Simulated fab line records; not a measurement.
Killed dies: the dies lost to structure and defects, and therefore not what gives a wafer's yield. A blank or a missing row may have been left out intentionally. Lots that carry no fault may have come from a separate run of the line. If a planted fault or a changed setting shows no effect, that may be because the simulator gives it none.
The tool behind it: which one? ; flow gf180mcu ; Sampling: 6 lots, 18 wafers, 4 of 602 route steps

## WHAT EACH GAUGE READ, for each wafer
GF_VT_IMPLANT_RS_MEAS_48: a four-point-probe measurement.
lot;measured;on;LVPWELL_RS (ohm/sq)
L653;day 7 20:49;film_metro-02;1199.7 1201.0 1195.7
L655;day 8 16:05;film_metro-02;1198.6 1204.9 1199.3
L659;day 9 23:25;film_metro-02;1319.3 1320.5 1327.3
L667;day 12 07:32;film_metro-02;1195.4 1195.2 1198.9
L672;day 13 19:46;film_metro-01;1198.4 1196.9 1200.9
L674;day 14 02:58;film_metro-03;1200.4 1202.8 1197.3

## EACH LOT AND THE TOOL THAT RAN IT (in order: tool; ch and the chambers of the sampled wafers; start)
lot;GF_NWELL_STRIP_10;GF_LVPWELL_IMPLANT_09;GF_LVPWELL_STRIP_10
L653;plasma_asher-03 ch 0,1, day 3 17:46;implanter-04 ch 0, day 4 07:00;plasma_asher-01 ch 0,1, day 4 07:09
L655;plasma_asher-04 ch 0,1, day 4 07:50;implanter-02 ch 0, day 4 21:40;plasma_asher-01 ch 0,1, day 4 21:47
L659;plasma_asher-03 ch 0,1, day 5 05:06;implanter-04 ch 0, day 5 22:56;plasma_asher-04 ch 0,1, day 5 23:05
L667;plasma_asher-04 ch 0,1, day 7 04:03;implanter-01 ch 0, day 7 19:16;plasma_asher-02 ch 1, day 7 19:23
L672;plasma_asher-01 ch 0,1, day 8 08:19;implanter-01 ch 0, day 9 01:17;plasma_asher-01 ch 0,1, day 9 01:26
L674;plasma_asher-04 ch 0,1, day 8 14:34;implanter-02 ch 0, day 9 08:05;plasma_asher-02 ch 0,1, day 9 08:14
- GF_NWELL_STRIP_10: strips in O2/N2.
- GF_LVPWELL_IMPLANT_09
- GF_LVPWELL_STRIP_10: strips in O2/N2.

## THE ANSWER, worked out from the rows above alone
Rule: the lots themselves supply what counts as usual. Put in order of their means at a reading, lots are off if they are a third of the lots or fewer, leave a main group of 4 or more, and stand apart from it by a gap of 3 or more times the standard deviation of the main group's means; of several such gaps the widest counts. The tables above print the reading to a certain number of digits; a main group whose means all agree to those digits is not used. A lot without any number at a reading at which 4 lots or more have one is off too. All remaining lots with rows at the step are treated as sound.
Off: L659, seen at GF_VT_IMPLANT_RS_MEAS_48 (LVPWELL_RS). Main group: mean 1199.0 ohm/sq, sd 1.5.
A tool fits if, at a process step before that reading, it ran every lot that is off, and no sound lot after the first of them. Gauges at GF_VT_IMPLANT_RS_MEAS_48: tried the same way as those tools. Can't be told from this: 3 tools fit, plasma_asher-03 at GF_NWELL_STRIP_10, implanter-04 at GF_LVPWELL_IMPLANT_09, plasma_asher-04 at GF_LVPWELL_STRIP_10.

## WHAT WAS PUT IN BY THE SIMULATOR
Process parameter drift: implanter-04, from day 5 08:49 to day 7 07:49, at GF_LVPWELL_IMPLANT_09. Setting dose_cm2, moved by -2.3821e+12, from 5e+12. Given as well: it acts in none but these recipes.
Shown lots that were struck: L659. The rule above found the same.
